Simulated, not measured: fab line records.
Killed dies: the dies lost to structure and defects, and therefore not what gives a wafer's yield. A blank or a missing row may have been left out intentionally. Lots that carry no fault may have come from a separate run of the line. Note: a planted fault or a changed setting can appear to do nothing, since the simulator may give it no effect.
What tool caused it? :: flow gf180mcu :: 13 lots, 38 wafers sampled, at 4 steps of a route of 602

## WHAT THE GAUGES READ, wafer by wafer
GF_HV_LDD_OVL_MEAS_47. Usual: for HV_LDD_03_OVL the level is -1.6 nm and the standard deviation is 1.4.
lot: L763
measured: day 12 08:04
on: overlay-01
HV_LDD_03_OVL (nm): -1.5 -2.7
flag: 

lot: L764
measured: day 12 12:56
on: overlay-01
HV_LDD_03_OVL (nm): -3.1 -2.9 -2.5
flag: 

lot: L773
measured: day 15 19:55
on: overlay-01
HV_LDD_03_OVL (nm): -4.9 -3.6 -5.0
flag: 

lot: L774
measured: day 16 04:27
on: overlay-01
HV_LDD_03_OVL (nm): 0.7 -1.1 1.1
flag: 

lot: L775
measured: day 16 14:25
on: overlay-02
HV_LDD_03_OVL (nm): -2.9 -1.6 -1.1
flag: 

lot: L776
measured: day 16 16:19
on: overlay-01
HV_LDD_03_OVL (nm): -0.8 -0.9 -2.6
flag: 

lot: L777
measured: day 17 00:39
on: overlay-02
HV_LDD_03_OVL (nm): -3.6 -2.1 -4.4
flag: 

lot: L778
measured: day 17 09:10
on: overlay-02
HV_LDD_03_OVL (nm): -1.8 0.1 -1.6
flag: 

lot: L781
measured: day 18 03:22
on: overlay-02
HV_LDD_03_OVL (nm): -2.5 -0.9 -2.3
flag: 

lot: L783
measured: day 19 03:19
on: overlay-02
HV_LDD_03_OVL (nm): -0.2 0.8 -0.2
flag: 

lot: L784
measured: day 19 17:22
on: overlay-01
HV_LDD_03_OVL (nm): -2.6 -3.1 -3.1
flag: 

lot: L785
measured: day 20 04:58
on: overlay-01
HV_LDD_03_OVL (nm): -1.8 -4.0 -1.4
flag: 

lot: L786
measured: day 20 05:37
on: overlay-02
HV_LDD_03_OVL (nm): -2.3 -1.2 -2.3
flag: 

GF_HV_LDD_TW_MEAS_50. Usual: for HV_LDD_4_TW the level is 567 and the standard deviation is 5.8.
lot: L763
measured: day 12 08:22
on: film metro-01
HV_LDD_4_TW: 573 574
flag: 

lot: L764
measured: day 12 13:13
on: film metro-03
HV_LDD_4_TW: 559 562 561
flag: 

lot: L773
measured: day 15 20:12
on: film metro-03
HV_LDD_4_TW: 500 503 501
flag: OFF

lot: L774
measured: day 16 04:44
on: film metro-03
HV_LDD_4_TW: 501 499 499
flag: OFF

lot: L775
measured: day 16 14:43
on: film metro-03
HV_LDD_4_TW: 557 557 555
flag: 

lot: L776
measured: day 16 16:36
on: film metro-04
HV_LDD_4_TW: 569 566 571
flag: 

lot: L777
measured: day 17 00:56
on: film metro-01
HV_LDD_4_TW: 571 575 571
flag: 

lot: L778
measured: day 17 09:27
on: film metro-03
HV_LDD_4_TW: 555 557 554
flag: 

lot: L781
measured: day 18 03:39
on: film metro-01
HV_LDD_4_TW: 573 573 573
flag: 

lot: L783
measured: day 19 03:37
on: film metro-01
HV_LDD_4_TW: 569 574 571
flag: 

lot: L784
measured: day 19 17:39
on: film metro-03
HV_LDD_4_TW: 559 561 563
flag: 

lot: L785
measured: day 20 05:15
on: film metro-01
HV_LDD_4_TW: 572 575 572
flag: 

lot: L786
measured: day 20 05:53
on: film metro-01
HV_LDD_4_TW: 571 571 572
flag: 

## TOOL THAT RAN EACH LOT (tool first, then ch and the chambers of the sampled wafers, then the start)
lot: L763
GF_VT_IMPLANT_STRIP_31: plasma asher-04 ch 0,1, day 6 20:11
GF_HV_LDD_IMPLANT_48: implanter-01 ch 0, day 12 08:08

lot: L764
GF_VT_IMPLANT_STRIP_31: plasma asher-01 ch 0,1, day 7 04:14
GF_HV_LDD_IMPLANT_48: implanter-03 ch 0, day 12 13:00

lot: L773
GF_VT_IMPLANT_STRIP_31: plasma asher-01 ch 0,1, day 9 17:46
GF_HV_LDD_IMPLANT_48: implanter-04 ch 0, day 15 19:58

lot: L774
GF_VT_IMPLANT_STRIP_31: plasma asher-01 ch 0,1, day 10 01:19
GF_HV_LDD_IMPLANT_48: implanter-04 ch 0, day 16 04:29

lot: L775
GF_VT_IMPLANT_STRIP_31: plasma asher-04 ch 0,1, day 10 07:50
GF_HV_LDD_IMPLANT_48: implanter-03 ch 0, day 16 14:29

lot: L776
GF_VT_IMPLANT_STRIP_31: plasma asher-03 ch 0,1, day 10 12:02
GF_HV_LDD_IMPLANT_48: implanter-01 ch 0, day 16 16:22

lot: L777
GF_VT_IMPLANT_STRIP_31: plasma asher-03 ch 0,1, day 10 17:32
GF_HV_LDD_IMPLANT_48: implanter-03 ch 0, day 17 00:43

lot: L778
GF_VT_IMPLANT_STRIP_31: plasma asher-03 ch 0,1, day 11 01:43
GF_HV_LDD_IMPLANT_48: implanter-01 ch 0, day 17 09:13

lot: L781
GF_VT_IMPLANT_STRIP_31: plasma asher-03 ch 0,1, day 11 16:37
GF_HV_LDD_IMPLANT_48: implanter-01 ch 0, day 18 03:25

lot: L783
GF_VT_IMPLANT_STRIP_31: plasma asher-01 ch 0,1, day 12 07:52
GF_HV_LDD_IMPLANT_48: implanter-01 ch 0, day 19 03:23

lot: L784
GF_VT_IMPLANT_STRIP_31: plasma asher-04 ch 0,1, day 12 19:13
GF_HV_LDD_IMPLANT_48: implanter-04 ch 0, day 19 17:25

lot: L785
GF_VT_IMPLANT_STRIP_31: plasma asher-01 ch 0,1, day 13 01:56
GF_HV_LDD_IMPLANT_48: implanter-04 ch 0, day 20 05:01

lot: L786
GF_VT_IMPLANT_STRIP_31: plasma asher-01 ch 0,1, day 13 04:37
GF_HV_LDD_IMPLANT_48: implanter-03 ch 0, day 20 05:38
- GF_VT_IMPLANT_STRIP_31: strips in O2/N2.
- GF_HV_LDD_IMPLANT_48

## WHAT THE TOOLS THEMSELVES READ (means of the sampled wafers that have a number; where no wafer has one, the mark that the record gives instead)
GF_VT_IMPLANT_STRIP_31. Usual: drypump motor current A 5.71 A, standard deviation 0.29; heater power w 365 W, standard deviation 78; o2 flow sccm 3000 sccm, standard deviation 8.4; oes product au 0.716 a.u., standard deviation 0.0045; strip time to endpoint s 12.64 s, standard deviation 0.036.
lot: L763
tool: plasma asher-04
drypump motor current A (A): 5.83
heater power w (W): 294
o2 flow sccm (sccm): 3009
oes product au (a.u.): 0.720
strip time to endpoint s (s): 12.64
flag: 

lot: L764
tool: plasma asher-01
drypump motor current A (A): 5.85
heater power w (W): 451
o2 flow sccm (sccm): 2999
oes product au (a.u.): 0.719
strip time to endpoint s (s): 12.63
flag: 

lot: L773
tool: plasma asher-01
drypump motor current A (A): 5.82
heater power w (W): 391
o2 flow sccm (sccm): 3000
oes product au (a.u.): 0.716
strip time to endpoint s (s): 12.64
flag: 

lot: L774
tool: plasma asher-01
drypump motor current A (A): 5.79
heater power w (W): 388
o2 flow sccm (sccm): 2996
oes product au (a.u.): 0.717
strip time to endpoint s (s): 12.69
flag: 

lot: L775
tool: plasma asher-04
drypump motor current A (A): 5.93
heater power w (W): 294
o2 flow sccm (sccm): 2999
oes product au (a.u.): 0.716
strip time to endpoint s (s): 12.60
flag: 

lot: L776
tool: plasma asher-03
drypump motor current A (A): 5.28
heater power w (W): 340
o2 flow sccm (sccm): 3003
oes product au (a.u.): 0.715
strip time to endpoint s (s): 12.64
flag: 

lot: L777
tool: plasma asher-03
drypump motor current A (A): 5.28
heater power w (W): 328
o2 flow sccm (sccm): 2995
oes product au (a.u.): 0.710
strip time to endpoint s (s): 12.63
flag: 

lot: L778
tool: plasma asher-03
drypump motor current A (A): 5.33
heater power w (W): 348
o2 flow sccm (sccm): 2997
oes product au (a.u.): 0.711
strip time to endpoint s (s): 12.64
flag: 

lot: L781
tool: plasma asher-03
drypump motor current A (A): 5.26
heater power w (W): 339
o2 flow sccm (sccm): 3002
oes product au (a.u.): 0.717
strip time to endpoint s (s): 12.60
flag: 

lot: L783
tool: plasma asher-01
drypump motor current A (A): 5.87
heater power w (W): 447
o2 flow sccm (sccm): 3009
oes product au (a.u.): 0.715
strip time to endpoint s (s): 12.61
flag: 

lot: L784
tool: plasma asher-04
drypump motor current A (A): 5.76
heater power w (W): 301
o2 flow sccm (sccm): 3005
oes product au (a.u.): 0.715
strip time to endpoint s (s): 12.68
flag: 

lot: L785
tool: plasma asher-01
drypump motor current A (A): 5.80
heater power w (W): 390
o2 flow sccm (sccm): 3004
oes product au (a.u.): 0.715
strip time to endpoint s (s): 12.68
flag: 

lot: L786
tool: plasma asher-01
drypump motor current A (A): 5.82
heater power w (W): 393
o2 flow sccm (sccm): 2995
oes product au (a.u.): 0.722
strip time to endpoint s (s): 12.67
flag: 

GF_HV_LDD_IMPLANT_48. Usual: tilt deg 6.997 degrees, standard deviation 0.018.
lot: L763
tool: implanter-01
tilt deg (degrees): 6.970
flag: 

lot: L764
tool: implanter-03
tilt deg (degrees): 6.987
flag: 

lot: L773
tool: implanter-04
tilt deg (degrees): -0.006
flag: OFF

lot: L774
tool: implanter-04
tilt deg (degrees): -0.002
flag: OFF

lot: L775
tool: implanter-03
tilt deg (degrees): 6.990
flag: 

lot: L776
tool: implanter-01
tilt deg (degrees): 6.999
flag: 

lot: L777
tool: implanter-03
tilt deg (degrees): 7.000
flag: 

lot: L778
tool: implanter-01
tilt deg (degrees): 6.979
flag: 

lot: L781
tool: implanter-01
tilt deg (degrees): 6.987
flag: 

lot: L783
tool: implanter-01
tilt deg (degrees): 7.027
flag: 

lot: L784
tool: implanter-04
tilt deg (degrees): 7.001
flag: 

lot: L785
tool: implanter-04
tilt deg (degrees): 6.995
flag: 

lot: L786
tool: implanter-03
tilt deg (degrees): 6.993
flag: 

## THE ANSWER, worked out from the rows above alone
Rule: lot off if the mean of its wafers having a number is beyond 3 standard deviations from the usual mean. A lot without any number at a reading at which 4 lots or more have one is off too. Any other lot the step has rows for is counted as sound. The gauges are gone through in route order, then the tools' own readings, and for those a lot's mean is taken as printed above. At the first step where some lot is off, the reading lying furthest off is the one used; lots without a number count as furthest.
Off: L773, L774, seen at GF_HV_LDD_TW_MEAS_50 (HV_LDD_4_TW).
If a tool, at a process step before that reading, ran all the lots that are off and no sound lot after the first of them, it fits. The gauges at GF_HV_LDD_TW_MEAS_50 aren't tried: what is off there is off at GF_HV_LDD_IMPLANT_48 too, on other tools, and a gauge's error can't cause that. No candidate that was tried fits.

## WHAT THE SIMULATOR PUT IN
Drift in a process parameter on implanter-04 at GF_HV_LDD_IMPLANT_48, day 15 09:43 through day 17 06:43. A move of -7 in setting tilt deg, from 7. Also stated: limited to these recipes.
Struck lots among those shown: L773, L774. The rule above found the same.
